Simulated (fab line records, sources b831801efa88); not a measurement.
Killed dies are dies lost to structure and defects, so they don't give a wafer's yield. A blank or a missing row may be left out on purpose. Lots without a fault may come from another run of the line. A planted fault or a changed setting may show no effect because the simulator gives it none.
A struck lot beside a sound one | flow sky130 | 43 steps out of a route of 708
Sound: wafers L239.2, L239.3, L239.5. Struck: wafers L249.2, L249.3, L249.4. The cause comes at the end.
At each step with rows: each side's tool, then ch and its chambers, then its first start. Under that, the readings that differ: sound wafers | struck wafers | difference of the means | sigmas: that difference in standard deviations of wafers without a fault.
alike: readings whose means differ by less than 2 such deviations, and words and numbers that are the same on both sides. not compared: withheld readings, readings that some wafer has no value for, bounds like >300 that may hide the same value, and numbers for which the record gives no deviation and whose values overlap.
The two part at a step that has a row with sigmas, a row that says differs or no value, or rows on one side only. Numbers that don't overlap but have no deviation are shown without sigmas and don't part them. A reading that every wafer of one side lacks parts them only if that side has two wafers or more.

SKY_VIA3_ETCH_14: etches BARC in N2/H2, stops on SiO2, time 45.9 s, target depth 60 nm.
  sound on rie_diel-04 ch 0,1,2, day 42 07:58; struck on rie_diel-04 ch 1,2,3, day 44 00:55
  alike: drypump_motor_current_A, oes_product_au, throttle_valve_pct
  not compared: rf_hours_counter_h
SKY_VIA3_ETCH_15: etches SiO2 in C4F8/O2/Ar, stops on TiN, target depth 507 nm, time 78 s.
  sound on rie_diel-04 ch 0,1,2, day 42 08:01; struck on rie_diel-04 ch 1,2,3, day 44 00:58
  alike: oes_product_au
  not compared: rf_hours_counter_h
then, 5 steps without rows for these wafers: SKY_VIA3_STRIP_16 (strips in O2/N2); SKY_VIA3_STRIP_17 (strips in post etch residue remover, time 1200 s); SKY_VIA3_CLEAN_18 (cleans in IPA, time 180 s); SKY_VIA3_CLEAN_19 (cleans in O3/DIW); SKY_VIA3_SPUTTER_20 (material TiN, target thk 20 nm, time 80 s).
SKY_VIA3_CVD_21: deposits W, target thk 390 nm, time 117.31 s.
  sound on cvd_w-02 ch 0,1, day 42 08:49; struck on cvd_w-02 ch 0,1, day 44 01:48
  alike: chamber_pressure_Torr, heater_power_w
SKY_VIA3_RS_MEAS_22: measures by four-point-probe.
  sound on film_metro-03, day 42 08:58; struck on film_metro-02, day 44 01:56
  alike: VIA3_W_RS
SKY_VIA3_THK_MEAS_23: measures by xrf.
  sound on film_metro-03, day 42 09:04; struck on film_metro-02, day 44 02:03
  alike: VIA3_W_THK
then, 2 steps without rows for these wafers: SKY_VIA3_CMP_24 (polishes, stops on SiO2, t overpolish 20 s, target thk 0 nm); SKY_METAL4_SPUTTER_00 (material Ti, target thk 15 nm, time 10 s).
SKY_METAL4_SPUTTER_01: material TiN, target thk 20 nm, time 16.7 s.
  sound on pvd_sputter-04, day 42 09:27; struck on pvd_sputter-02, day 44 02:26
  alike: throttle_valve_pct
SKY_METAL4_SPUTTER_02: material AlCu, target thk 735 nm, time 39.1 s.
  sound on pvd_sputter-04, day 42 09:28; struck on pvd_sputter-02, day 44 02:27
  alike: throttle_valve_pct
then, 3 steps without rows for these wafers: SKY_METAL4_SPUTTER_03 (material Ti, target thk 5 nm, time 3.3 s); SKY_METAL4_SPUTTER_04 (material TiN, target thk 70 nm, time 58.3 s); SKY_CAP2M_CVD_00 (deposits SiO2, target thk 15.5 nm).
SKY_CAP2M_THK_MEAS_01:
  sound on film_metro-03, day 42 09:37; struck on film_metro-04, day 44 02:35
  alike: CAP2M_CVD_00_THK
then, 1 step without rows for these wafers: SKY_CAP2M_SPUTTER_02 (material TiN, target thk 200 nm, time 166.7 s).
SKY_CAP2M_RS_MEAS_03: measures by four-point-probe.
  sound on film_metro-03, day 42 09:58; struck on film_metro-03, day 44 02:46
  alike: CAP2M_TIN_RS
SKY_CAP2M_THK_MEAS_04: measures by xrf.
  sound on film_metro-03, day 42 10:04; struck on film_metro-03, day 44 02:53
  alike: CAP2M_TIN_THK
then, 7 steps without rows for these wafers: SKY_CAP2M_DEHYDRATE_05 (time 60 s); SKY_CAP2M_HMDS_06 (prime time 60 s); SKY_CAP2M_COAT_07 (resist thk 1140 nm); SKY_CAP2M_SOFTBAKE_08 (time 60 s); SKY_CAP2M_EXPOSE_09 (exposes mask CAP2M, target cd 1000 nm); SKY_CAP2M_PEB_10; SKY_CAP2M_DEVELOP_11 (develop time 60 s).
SKY_CAP2M_OVL_MEAS_12:
  sound on overlay-02, day 43 09:07; struck on overlay-01, day 45 00:28
  alike: CAP2M_OVL
SKY_CAP2M_METAL_ETCH_13: etches TiN in Cl2/BCl3, stops on SiO2, target depth 220 nm, time 62.9 s.
  sound on rie_metal-03 ch 0, day 43 09:09; struck on rie_metal-03 ch 0,1, day 45 00:29
  alike: drypump_motor_current_A, he_backside_leak_sccm, oes_product_au, throttle_valve_pct
  not compared: rf_hours_counter_h
then, 12 steps without rows for these wafers: SKY_CAP2M_STRIP_14 (strips in O2/N2); SKY_CAP2M_STRIP_15 (strips in post etch residue remover, time 1200 s); SKY_CAP2M_CLEAN_16 (cleans in IPA, time 180 s); SKY_CAP2M_CLEAN_17 (cleans in O3/DIW); SKY_METAL4_DEHYDRATE_05 (time 60 s); SKY_METAL4_HMDS_06 (prime time 60 s); SKY_METAL4_COAT_07 (resist thk 60 nm); SKY_METAL4_COAT_08 (resist thk 1140 nm); SKY_METAL4_SOFTBAKE_09 (time 90 s); SKY_METAL4_EXPOSE_10 (exposes mask MM4, target cd 300 nm); SKY_METAL4_PEB_11; SKY_METAL4_DEVELOP_12 (develop time 60 s).
-- the record jumps here: 4 days lie between the struck wafers' starts before and after (it left off in module METAL4 and takes up again in module PAD_OPEN, whose first step shown is number 708 of the route) --
SKY_PAD_OPEN_PROBE_99:
  the record has rows for the struck wafers here (prober-02, day 49 12:20) and none for the sound ones

WHERE THEY PART
Only at SKY_PAD_OPEN_PROBE_99, within this record.

WHY: what the simulator had put in
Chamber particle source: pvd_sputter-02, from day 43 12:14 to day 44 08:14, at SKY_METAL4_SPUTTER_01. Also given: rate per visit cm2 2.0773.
